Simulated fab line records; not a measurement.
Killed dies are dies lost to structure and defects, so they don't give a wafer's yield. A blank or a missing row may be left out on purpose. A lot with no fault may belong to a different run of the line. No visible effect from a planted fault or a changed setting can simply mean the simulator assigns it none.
A single fault, viewed from 2 desks || flow gf180mcu || only its own numbers are on each desk; what lay behind them is given at the end

== FROM THE METROLOGY DESK ==
Lot by lot, what the gauges showed, no matter which tool ran the lot: averages of those sampled wafers that carry a number. A lot is out of limits, marked OUT, if its mean lies more than 4 standard deviations from the usual mean; the brackets give that distance.
Columns: A = V1_W_THK at GF_V1_THK_MEAS_25, usual 344 nm; B = M2_ALCU_RS at GF_M2_RS_MEAS_05, usual 0.0701 ohm/sq; C = V3_W_RS at GF_V3_RS_MEAS_24, usual 0.324 ohm/sq; D = V3_W_THK at GF_V3_THK_MEAS_25, usual 346 nm
{"lot": "L846", "first seen here": "day 18 03:44", "A": 340, "B": 0.0699, "C": 0.323, "D": 350}
{"lot": "L848", "first seen here": "day 18 21:43", "A": 349, "B": 0.0701, "C": 0.321, "D": 349}
{"lot": "L851", "first seen here": "day 20 06:00", "A": 347, "B": 0.0700, "C": 0.325, "D": 349}
{"lot": "L852", "first seen here": "day 20 18:30", "A": 345, "B": 0.0709, "C": 0.325, "D": 348}
{"lot": "L854", "first seen here": "day 21 09:16", "A": 345, "B": 0.0699, "C": 0.322, "D": 346}
{"lot": "L857", "first seen here": "day 22 20:38", "A": 349, "B": 0.0698, "C": 0.332, "D": 340}
{"lot": "L860", "first seen here": "day 23 16:05", "A": 349, "B": 0.0696, "C": 0.324, "D": 345}
{"lot": "L861", "first seen here": "day 24 03:09", "A": 340, "B": 0.0698, "C": 0.325, "D": 344}
{"lot": "L862", "first seen here": "day 24 09:52", "A": 342, "B": 0.0708, "C": 0.321, "D": 351}
{"lot": "L864", "first seen here": "day 24 22:19", "A": 349, "B": 0.0700, "C": 0.323, "D": 350}
{"lot": "L865", "first seen here": "day 25 01:46", "A": 345, "B": 0.0716, "C": "0.365 (+6.7) OUT", "D": "307 (-6.1) OUT"}
{"lot": "L866", "first seen here": "day 25 10:36", "A": 340, "B": 0.0702, "C": "0.350 (+4.2) OUT", "D": 321}
{"lot": "L867", "first seen here": "day 25 16:41", "A": 348, "B": 0.0699, "C": "0.364 (+6.6) OUT", "D": "310 (-5.6) OUT"}
Finding of this desk: L865, L866, L867 out of limits, first seen on L865 at day 28 18:16 (V3_W_RS at GF_V3_RS_MEAS_24). L846, L848, L851, L852, L854, L857, L860, L861, L862, L864: within limits.

== THE TOOL OWNER'S DESK: cvdW-01 ==
The tool's own readings at GF_V3_CVD_23 (deposits W, target thk 350 nm, time 104.9 s): means of the sampled wafers that have a number, for each lot that ran on this tool. A lot is out of limits, marked OUT, if its mean lies more than 4 standard deviations from the usual mean; the brackets give that distance.
Columns: A = chamberPressureTorr at GF_V3_CVD_23, usual 40.01 Torr; B = heaterPowerW at GF_V3_CVD_23, usual 846 W
{"lot": "L848", "first seen here": "day 23 04:05", "A": 39.96, "B": 873}
{"lot": "L851", "first seen here": "day 24 09:57", "A": 40.10, "B": 891}
{"lot": "L857", "first seen here": "day 26 16:33", "A": 40.00, "B": 903}
{"lot": "L862", "first seen here": "day 28 02:44", "A": 39.98, "B": 882}
{"lot": "L864", "first seen here": "day 28 13:07", "A": 40.01, "B": 881}
{"lot": "L865", "first seen here": "day 28 18:09", "A": "33.02 (-88) OUT", "B": 881}
{"lot": "L866", "first seen here": "day 29 03:07", "A": "35.23 (-60) OUT", "B": 897}
{"lot": "L867", "first seen here": "day 29 07:31", "A": "32.88 (-90) OUT", "B": 906}
This desk's finding: out of limits on L865, L866, L867; first on L865, day 28 18:09 (chamberPressureTorr at GF_V3_CVD_23). L848, L851, L857, L862, L864: within limits.

== ALL TOGETHER ==
An alarm could have come from the tool owner's desk at day 28 18:09, on L865, L866, L867.
L865, L866, L867 would have let the metrology desk raise an alarm at day 28 18:16.
Of the lots named, all ran GF_V3_CVD_23 on cvdW-01.

== WHAT HAD BEEN PUT IN BY THE SIMULATOR ==
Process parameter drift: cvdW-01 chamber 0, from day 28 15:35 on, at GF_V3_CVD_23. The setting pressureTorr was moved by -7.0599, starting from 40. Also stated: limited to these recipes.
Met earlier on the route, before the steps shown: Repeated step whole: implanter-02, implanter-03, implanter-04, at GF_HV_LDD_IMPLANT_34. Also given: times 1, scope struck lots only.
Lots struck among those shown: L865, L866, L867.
Counting hours from when the fault started, the first reading out of limits came at 3 for the tool owner's desk and at 3 for the metrology desk.
